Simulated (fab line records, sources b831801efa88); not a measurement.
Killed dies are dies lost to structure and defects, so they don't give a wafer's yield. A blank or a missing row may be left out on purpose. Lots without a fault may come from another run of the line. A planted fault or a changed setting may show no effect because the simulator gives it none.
Which tool did it? | flow gf180mcu | 13 lots, 39 wafers sampled, at 2 steps of a route of 602

WHAT THE GAUGES READ, wafer by wafer
GF_V1_THK_MEAS_01.
lot  | measured     | on            | V1_CVD_00_THK (nm)
L954 | day 17 06:39 | film_metro-03 | 592 599 592
L956 | day 18 08:22 | film_metro-04 | 589 593 595
L957 | day 18 13:19 | film_metro-02 | 593 600 594
L959 | day 19 06:04 | film_metro-03 | 601 596 602
L961 | day 20 01:12 | film_metro-04 | 606 601 607
L962 | day 20 14:06 | film_metro-02 | 605 601 595
L963 | day 21 01:13 | film_metro-02 | 599 604 599
L964 | day 21 11:32 | film_metro-04 | 593 594 595
L965 | day 21 22:38 | film_metro-03 | 585 593 610
L966 | day 22 05:34 | film_metro-04 | 592 592 593
L969 | day 23 07:49 | film_metro-02 | 594 601 594
L971 | day 23 20:46 | film_metro-04 | 590 584 583
L972 | day 23 23:38 | film_metro-03 | 592 595 586

GF_V1_CD_MEAS_14: target cd 260 nm.
lot  | measured     | on        | cd_nm (nm)
L954 | day 18 05:19 | cd_sem-01 | 258.7 257.8 259.4
L956 | day 19 09:10 | cd_sem-02 | 259.4 259.0 259.7
L957 | day 19 13:57 | cd_sem-02 | 258.6 258.8 258.7
L959 | day 20 06:33 | cd_sem-01 | 260.0 259.6 258.9
L961 | day 21 02:13 | cd_sem-02 | 260.7 261.3 261.2
L962 | day 21 14:33 | cd_sem-01 | 260.5 260.3 259.7
L963 | day 22 01:09 | cd_sem-02 | 259.7 259.8 260.6
L964 | day 22 10:21 | cd_sem-02 | 260.4 260.7 261.2
L965 | day 22 22:36 | cd_sem-01 | 260.1 260.4 259.9
L966 | day 23 05:26 | cd_sem-02 | 259.5 261.6 260.4
L969 | day 24 07:03 | cd_sem-02 | 257.8 257.6 256.7
L971 | day 24 18:27 | cd_sem-02 | 259.6 260.4 260.8
L972 | day 24 21:06 | cd_sem-02 | 258.6 257.6 258.1

WHICH TOOL RAN EACH LOT (tool, then ch and the chambers of the sampled wafers, then the start)
The record holds no process step before these readings.

WHAT THE TOOLS THEMSELVES READ (means of the sampled wafers that have a number; where no wafer has one, the mark that the record gives instead)
The record holds no such reading with a usual standard deviation.

THE ANSWER, worked out from the rows above alone
Rule: what is usual is taken from the lots themselves. Put in order of their means at a reading, lots are off if they are a third of the lots or fewer, leave a main group of 4 or more, and stand apart from it by a gap of 3 or more times the standard deviation of the main group's means; of several such gaps the widest counts. A main group whose means are all the same, to the digits that the tables above print for the reading, isn't used. A lot without any number at a reading at which 4 lots or more have one is off too. The other lots that the step has rows for count as sound. The gauges are gone through in route order, then the tools' own readings, and for those a lot's mean is taken as printed above. The first step at which some lot is off is used, and at that step the reading that is off furthest; a lot without a number counts as furthest.
No lot is off at any reading shown: from this, nothing can be told.

WHAT THE SIMULATOR HAD PUT IN
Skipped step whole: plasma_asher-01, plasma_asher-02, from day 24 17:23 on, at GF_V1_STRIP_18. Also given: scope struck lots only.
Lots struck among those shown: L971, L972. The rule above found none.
